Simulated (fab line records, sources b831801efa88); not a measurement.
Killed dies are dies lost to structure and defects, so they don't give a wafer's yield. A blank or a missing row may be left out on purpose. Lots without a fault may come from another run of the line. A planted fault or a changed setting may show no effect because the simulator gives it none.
Which tool did it? | flow sky130 | 6 lots, 18 wafers sampled, at 3 steps of a route of 708

WHAT THE GAUGES READ, wafer by wafer
SKY_METAL3_CD_MEAS_13: target cd 300 nm.
lot  | measured     | on        | cd_nm (nm)
L188 | day 39 07:04 | cd_sem-01 | 298.7 299.0 298.4
L191 | day 40 05:50 | cd_sem-02 | 300.6 299.2 300.0
L195 | day 41 09:08 | cd_sem-01 | 299.4 300.1 299.8
L196 | day 42 01:57 | cd_sem-02 | 300.5 299.9 300.2
L198 | day 42 09:52 | cd_sem-02 | 301.0 300.0 300.0
L201 | day 43 04:18 | cd_sem-02 | 298.8 299.7 299.3

WHICH TOOL RAN EACH LOT (tool, then ch and the chambers of the sampled wafers, then the start)
lot  | SKY_CONTACT_STRIP_19                 | SKY_METAL3_EXPOSE_10
L188 | plasma_asher-02 ch 0, day 32 06:19   | krf_scanner-01 ch 0, day 38 18:37
L191 | plasma_asher-02 ch 0,1, day 33 08:25 | krf_scanner-02 ch 0, day 39 17:15
L195 | plasma_asher-01 ch 0, day 34 15:49   | krf_scanner-02 ch 0, day 40 20:29
L196 | plasma_asher-01 ch 0,1, day 35 10:32 | krf_scanner-02 ch 0, day 41 13:53
L198 | plasma_asher-02 ch 0,1, day 35 18:13 | krf_scanner-02 ch 0, day 41 21:22
L201 | plasma_asher-02 ch 0,1, day 36 16:17 | krf_scanner-02 ch 0, day 42 16:27
- SKY_CONTACT_STRIP_19: strips in O2/N2.
- SKY_METAL3_EXPOSE_10: exposes mask MM3, target cd 300 nm.

THE ANSWER, worked out from the rows above alone
Rule: what is usual is taken from the lots themselves. Put in order of their means at a reading, lots are off if they are a third of the lots or fewer, leave a main group of 4 or more, and stand apart from it by a gap of 3 or more times the standard deviation of the main group's means; of several such gaps the widest counts. A main group whose means are all the same, to the digits that the tables above print for the reading, isn't used. A lot without any number at a reading at which 4 lots or more have one is off too. The other lots that the step has rows for count as sound.
No lot is off at any reading shown: from this, nothing can be told.

WHAT THE SIMULATOR HAD PUT IN
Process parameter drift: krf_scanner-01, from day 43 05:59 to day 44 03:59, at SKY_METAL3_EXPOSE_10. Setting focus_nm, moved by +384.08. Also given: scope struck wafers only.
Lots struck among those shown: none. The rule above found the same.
